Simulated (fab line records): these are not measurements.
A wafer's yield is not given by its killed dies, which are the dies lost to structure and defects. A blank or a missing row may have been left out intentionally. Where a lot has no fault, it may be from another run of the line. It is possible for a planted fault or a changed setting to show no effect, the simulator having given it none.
Which tool is to blame?    flow sky130    Sampling: 12 lots, 36 wafers, 2 of 708 route steps

WHAT EACH GAUGE READ, for each wafer
SKY_SONOS_ONO_THK_MEAS_05.
lot   measured      on             SONOS_ONO_CVD_04_THK (nm)
L375  day 12 17:10  film-metro-01  5.55 5.63 5.62
L378  day 13 12:53  film-metro-02  5.71 5.60 5.75
L379  day 14 00:46  film-metro-01  5.72 5.66 5.69
L380  day 14 08:03  film-metro-02  5.50 5.39 5.45
L383  day 15 01:42  film-metro-04  5.62 5.73 5.58
L384  day 15 10:55  film-metro-02  5.69 5.63 5.64
L385  day 16 03:31  film-metro-04  5.51 5.42 5.53
L386  day 16 11:00  film-metro-04  5.65 5.63 5.63
L388  day 17 04:46  film-metro-04  5.51 5.51 5.59
L389  day 17 04:46  film-metro-01  5.72 5.71 5.70
L390  day 17 13:05  film-metro-01  5.62 5.51 5.57
L395  day 19 12:46  film-metro-04  5.62 5.66 5.56

SKY_SONOS_ONO_OVL_MEAS_14.
lot   measured      on          SONOS_ONO_OVL (nm)
L375  day 13 18:29  overlay-02  1.7 1.5 0.6
L378  day 14 14:59  overlay-02  -0.4 0.1 -0.2
L379  day 15 02:44  overlay-02  1.0 1.5 0.9
L380  day 15 10:14  overlay-02  -0.7 0.0 1.4
L383  day 16 05:59  overlay-01  -0.5 -1.1 0.9
L384  day 16 14:44  overlay-02  0.7 1.9 1.7
L385  day 17 08:35  overlay-01  1.1 1.2 2.2
L386  day 17 14:56  overlay-01  1.0 -2.6 -1.2
L388  day 18 10:33  overlay-01  -0.1 0.0 0.2
L389  day 18 10:41  overlay-02  1.9 1.0 0.3
L390  day 18 20:05  overlay-01  -0.5 -1.1 -1.4
L395  day 20 19:32  overlay-02  1.2 1.2 1.6

WHAT TOOL EACH LOT RAN ON (gives the tool, then ch and the chambers of the sampled wafers, and finally the start)
Record: no process step prior to these readings.

AS READ BY THE TOOLS THEMSELVES (means over the sampled wafers that have a number; for cases with no such wafer, the mark the record gives instead)
The record holds no such reading with a usual standard deviation.

THE ANSWER, worked out from the rows above alone
Rule: the lots themselves supply what counts as usual. The widest of any qualifying gaps counts: lots, ordered by their means at a reading, are off when they make up no more than a third of the lots, leave a main group of 4 or more, and stand apart from it by 3 or more times the standard deviation of that group's means. The tables above print the reading to a certain number of digits; a main group whose means all agree to those digits is not used. Also off: a lot with no number at a reading for which 4 or more lots have one. All remaining lots with rows at the step are treated as sound. After the gauges, taken in route order, come the tools' own readings; for these a lot's mean is taken, as printed above. The first step at which some lot is off is used, and at that step the reading that is off furthest; a lot without a number counts as furthest.
No lot is off on any of the readings shown, so nothing can be concluded from this.

WHAT HAD BEEN PUT IN BY THE SIMULATOR
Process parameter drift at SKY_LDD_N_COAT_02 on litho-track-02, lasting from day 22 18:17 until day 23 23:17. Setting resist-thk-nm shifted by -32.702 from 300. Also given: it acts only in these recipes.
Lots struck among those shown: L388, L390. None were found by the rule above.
